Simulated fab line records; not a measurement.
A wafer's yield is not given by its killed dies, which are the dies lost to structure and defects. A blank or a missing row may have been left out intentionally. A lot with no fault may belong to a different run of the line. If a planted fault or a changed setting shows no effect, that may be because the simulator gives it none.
What tool caused it? + flow gf180mcu + 7 lots, 21 wafers sampled, at 2 steps of a route of 602

WHAT THE GAUGES READ, wafer by wafer
GF_M2_THK_MEAS_06: measures by xrf.
| lot  | measured     | on            | M2_ALCU_THK (nm) |
|------|--------------|---------------|------------------|
| L923 | day 19 01:41 | film_metro-02 | 449 449 451      |
| L925 | day 19 20:44 | film_metro-03 | 441 442 448      |
| L929 | day 21 09:04 | film_metro-03 | 448 452 448      |
| L932 | day 22 07:39 | film_metro-02 | 444 444 442      |
| L934 | day 23 03:53 | film_metro-04 | 450 445 447      |
| L941 | day 25 12:23 | film_metro-04 | 448 442 445      |
| L944 | day 26 01:45 | film_metro-02 | 452 450 446      |

WHICH TOOL RAN EACH LOT (tool, then ch and the chambers of the sampled wafers, then the start)
| lot  | GF_M2_SPUTTER_04             |
|------|------------------------------|
| L923 | pvd_sputter-01, day 19 01:31 |
| L925 | pvd_sputter-03, day 19 20:34 |
| L929 | pvd_sputter-03, day 21 08:54 |
| L932 | pvd_sputter-01, day 22 07:29 |
| L934 | pvd_sputter-02, day 23 03:43 |
| L941 | pvd_sputter-02, day 25 12:14 |
| L944 | pvd_sputter-02, day 26 01:35 |
- GF_M2_SPUTTER_04: material TiN, target thk 50 nm, time 41.7 s.

THE ANSWER, worked out from the rows above alone
Rule: the lots themselves supply what counts as usual. Put in order of their means at a reading, lots are off if they are a third of the lots or fewer, leave a main group of 4 or more, and stand apart from it by a gap of 3 or more times the standard deviation of the main group's means; of several such gaps the widest counts. If all means in a main group match to the digits the tables above print for the reading, that group is not used. A lot without any number at a reading at which 4 lots or more have one is off too. Any other lot the step has rows for is counted as sound.
None of the lots is off at any reading shown; this tells nothing.

WHAT THE SIMULATOR PUT IN
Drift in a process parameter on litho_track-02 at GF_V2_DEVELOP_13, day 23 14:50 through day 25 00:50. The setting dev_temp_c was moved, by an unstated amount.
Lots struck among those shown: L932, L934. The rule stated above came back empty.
